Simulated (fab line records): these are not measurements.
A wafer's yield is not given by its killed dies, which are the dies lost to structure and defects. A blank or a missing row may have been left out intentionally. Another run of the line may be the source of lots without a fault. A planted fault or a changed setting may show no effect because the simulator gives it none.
Comparing a struck lot with a sound one / flow sky130 / 14 out of 708 route steps
Sound: wafers L218.3, L218.4, L218.5. Struck: wafers L219.1, L219.4, L219.6. At the end, the cause is stated.
Order at every step that has rows: each side's tool, ch and its chambers, its first start. Under that, the readings that differ: sound wafers / struck wafers / difference of the means / sigmas: that difference in standard deviations of wafers without a fault.
alike: a reading whose means differ by less than 2 such deviations, as well as words and numbers matching on both sides. not compared: withheld readings; readings where some wafer has no value; bounds like >300 that might hide an equal value; numbers whose values overlap and for which the record gives no deviation.
The two part at a step that has a row with sigmas, a row that says differs or no value, or rows on one side only. Numbers that have no deviation but don't overlap get no sigmas and don't part them. A reading that every wafer of one side lacks parts them only if that side has two wafers or more.

first, 4 steps without rows for these wafers: SKY_METAL2_STRIP_21 (strips in post etch residue remover, time 1200 s); SKY_METAL2_CLEAN_22 (cleans in IPA, time 180 s); SKY_METAL2_CLEAN_23 (cleans in O3/DIW); SKY_VIA2_HDPCVD_00 (deposits SiO2, target thk 1180 nm, time 196.7 s).
SKY_VIA2_THK_MEAS_01:
  sound: film_metro-01 at day 41 13:23; struck: film_metro-03 at day 41 11:56
  alike: VIA2_HDPCVD_THK
SKY_VIA2_CMP_02: polishes SiO2.
  sound on cmp-02 ch 0,2,3, day 41 13:31; struck on cmp-02 ch 2,3, day 41 12:02
  alike: motor_current_A, retaining_ring_pressure_frac, slurry_flow_ml_min
SKY_VIA2_BOW_MEAS_03:
  sound: film_metro-03 at day 41 13:46; struck: film_metro-01 at day 41 12:20
  alike: VIA2_BOW
then, 5 steps without rows for these wafers: SKY_VIA2_DEHYDRATE_04 (time 60 s); SKY_VIA2_HMDS_05 (prime time 60 s); SKY_VIA2_COAT_06 (resist thk 60 nm); SKY_VIA2_COAT_07 (resist thk 450 nm); SKY_VIA2_SOFTBAKE_08 (time 90 s).
SKY_VIA2_EXPOSE_09: exposes mask VIM2, target cd 200 nm.
  struck on krf_scanner-02, day 42 01:09; sound on krf_scanner-02 ch 0, day 42 02:17
  no value came back on the struck wafers for exposure_dose_mJ_cm2, focus_offset_nm (nm); on the sound wafers exposure_dose_mJ_cm2 reads 38.11 38.10 38.15
  alike: mask
next, for these wafers, 1 step has no rows: SKY_VIA2_PEB_10.

== WHERE THEY PART ==
At SKY_VIA2_EXPOSE_09 and nowhere else, as far as this record goes.

WHY: what the simulator had put in
Skipped step whole: krf_scanner-02, from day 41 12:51 on, at SKY_VIA2_EXPOSE_09. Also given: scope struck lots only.
